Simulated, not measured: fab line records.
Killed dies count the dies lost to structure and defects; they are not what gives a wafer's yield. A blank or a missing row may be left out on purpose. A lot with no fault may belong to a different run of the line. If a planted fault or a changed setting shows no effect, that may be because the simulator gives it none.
A struck lot beside a sound one | flow sky130 | 32 steps out of a route of 708
Sound: these wafers, L444.1, L444.5, L444.6. Struck: wafers L446.1, L446.5 (left out: L446.6, a lot-mate that was not struck); the cause follows at the end.
At each step with rows: each side's tool, then ch and its chambers, then its first start. Under that, the readings that differ: sound wafers | struck wafers | difference of the means | sigmas: that difference in standard deviations of wafers without a fault.
alike: words and numbers the same on both sides, and readings whose means are apart by under 2 such deviations; not compared: readings that were withheld, readings missing a value for some wafer, numbers with overlapping values and no deviation given by the record, and bounds like >300 which may hide the same value.
A row with sigmas, a row that says differs or no value, or rows on one side alone: a step with any of these is where the two part. When numbers do not overlap yet have no deviation, they are printed without sigmas and do not part them. A reading missing from all wafers of one side parts the sides only when that side holds two or more wafers.

SKY_CONTACT_ETCH_18: etches Si3N4 in CHF3/O2, stops on TiN, time 39 s, target depth 75 nm.
  sound: rieDiel-03 ch 0,1,3; struck: rieDiel-03 ch 0,1
  alike: O2_flow_sccm, biasW, drypumpMotorCurrentA, oesProductAu, throttleValvePct
  not compared: rfHoursCounterH
then, 6 steps without rows for these wafers: SKY_CONTACT_STRIP_19 (strips in O2/N2); SKY_CONTACT_STRIP_20 (strips in post etch residue remover, time 1200 s); SKY_CONTACT_CLEAN_21 (cleans in IPA, time 180 s); SKY_CONTACT_CLEAN_22 (cleans in O3/DIW); SKY_CONTACT_SPUTTER_23 (material TiN, target thk 20 nm, time 80 s); SKY_CONTACT_CVD_24 (deposits W, target thk 340 nm, time 102.12 s).
SKY_CONTACT_RS_MEAS_25: measures by four-point-probe.
  sound on filmMetro-04 at day 33 10:49; struck on filmMetro-02 at day 34 19:26
  alike: CONTACT_W_RS
SKY_CONTACT_THK_MEAS_26: measures by xrf.
  sound on filmMetro-04 at day 33 10:56; struck on filmMetro-02 at day 34 19:33
  alike: CONTACT_W_THK
SKY_CONTACT_CMP_27: polishes, stops on SiO2, t overpolish 15 s, target thk 0 nm.
  sound on cmp-02 ch 2,3, day 33 11:02; struck on cmp-02 ch 1, day 34 19:40
  alike: motorCurrentA, overpolishRunS, timeToEndpointS
then, 1 step without rows for these wafers: SKY_METAL1_SPUTTER_00 (material Ti, target thk 15 nm, time 10 s).
SKY_METAL1_SPUTTER_01: material TiN, target thk 20 nm, time 16.7 s.
  sound on pvdSputter-02 at day 33 11:19; struck on pvdSputter-02 at day 34 19:56
  alike: throttleValvePct
SKY_METAL1_SPUTTER_02: material AlCu, target thk 250 nm, time 13.3 s.
  sound on pvdSputter-02 at day 33 11:20; struck on pvdSputter-02 at day 34 19:58
  alike: throttleValvePct
SKY_METAL1_SPUTTER_03: material Ti, target thk 5 nm, time 3.3 s.
  sound on pvdSputter-02 at day 33 11:22; struck on pvdSputter-02 at day 34 19:59
  alike: throttleValvePct
SKY_METAL1_SPUTTER_04: material TiN, target thk 70 nm, time 58.3 s.
  sound on pvdSputter-02 at day 33 11:23; struck on pvdSputter-02 at day 34 20:00
  alike: throttleValvePct
SKY_METAL1_RS_MEAS_05: measures by four-point-probe.
  sound on filmMetro-01 at day 33 11:26; struck on filmMetro-01 at day 34 20:03
reading                 | sound                | struck        | difference | sigmas
METAL1_ALCU_RS (ohm/sq) | 0.1286 0.1285 0.1276 | 0.1492 0.1498 | +0.0213    | +19
SKY_METAL1_THK_MEAS_06: measures by xrf.
  sound on filmMetro-01 at day 33 11:33; struck on filmMetro-01 at day 34 20:10
reading              | sound             | struck      | difference | sigmas
METAL1_ALCU_THK (nm) | 244.4 243.3 246.8 | 216.2 216.1 | -28.7      | -10
then, 8 steps without rows for these wafers: SKY_METAL1_DEHYDRATE_07 (time 60 s); SKY_METAL1_HMDS_08 (prime time 60 s); SKY_METAL1_COAT_09 (resist thk 60 nm); SKY_METAL1_COAT_10 (resist thk 450 nm); SKY_METAL1_SOFTBAKE_11 (time 90 s); SKY_METAL1_EXPOSE_12 (exposes mask MM1, target cd 140 nm); SKY_METAL1_PEB_13; SKY_METAL1_DEVELOP_14 (develop time 60 s).
SKY_METAL1_CD_MEAS_15: target cd 140 nm.
  sound on cdSem-01 at day 34 13:04; struck on cdSem-01 at day 35 22:49
  alike: cdNm
SKY_METAL1_OVL_MEAS_16:
  sound on overlay-01 at day 34 13:11; struck on overlay-02 at day 35 22:56
  alike: METAL1_OVL
then, 2 steps without rows for these wafers: SKY_METAL1_DESCUM_17 (chemistry O2, time 8 s); SKY_METAL1_ETCH_18 (etches BARC in N2/H2, stops on SiO2, time 45.9 s, target depth 60 nm).
SKY_METAL1_METAL_ETCH_19: etches the open film in Cl2/BCl3, stops on SiO2, target depth 360 nm, time 78 s.
  sound on rieMetal-03 ch 0,1, day 34 13:19; struck on rieMetal-02 ch 0, day 35 23:04
reading                  | sound             | struck      | difference | sigmas
drypumpMotorCurrentA (A) | 6.0 6.0 6.3       | 4.7 4.7     | -1.4       | -3
oesProductAu (a.u.)      | 0.848 0.857 0.845 | 0.808 0.814 | -0.039     | -7
  alike: bcl3FlowSccm, biasW, throttleValvePct
  not compared: rfHoursCounterH
then, 1 step without rows for these wafers: SKY_METAL1_STRIP_20 (strips in O2/N2).
-- the record jumps here: 12 days lie between the struck wafers' starts before and after (it left off in module METAL1 and takes up again in module PAD_OPEN, whose first step shown is number 708 of the route) --
SKY_PAD_OPEN_PROBE_99:
  sound on prober-01 at day 47 01:10; struck on prober-01 at day 48 02:04
reading                               | sound                          | struck          | difference | sigmas
model.etest.met1.rsOhmSqRimLessCentre | 0.0003657 -0.001569 -0.0005329 | 0.04187 0.04243 | +0.04273   | 
  alike: defectLimitedYield, killed_at_M0_to_M3, killed_at_M4_up, killedAtContacts, killedAtFrontEnd, killedAtOther, killedDies, killedOpen, killedShort, sort_bin_3_pad_short, sort_bin_5_function, sort_bin_6_memory, sortNPass, sortYieldPct

== WHERE THEY PART ==
First at SKY_METAL1_RS_MEAS_05; last, within this record, at SKY_METAL1_METAL_ETCH_19. Later steps at which nothing parts them and some readings are alike: SKY_PAD_OPEN_PROBE_99.

WHY: whatever the simulator had introduced
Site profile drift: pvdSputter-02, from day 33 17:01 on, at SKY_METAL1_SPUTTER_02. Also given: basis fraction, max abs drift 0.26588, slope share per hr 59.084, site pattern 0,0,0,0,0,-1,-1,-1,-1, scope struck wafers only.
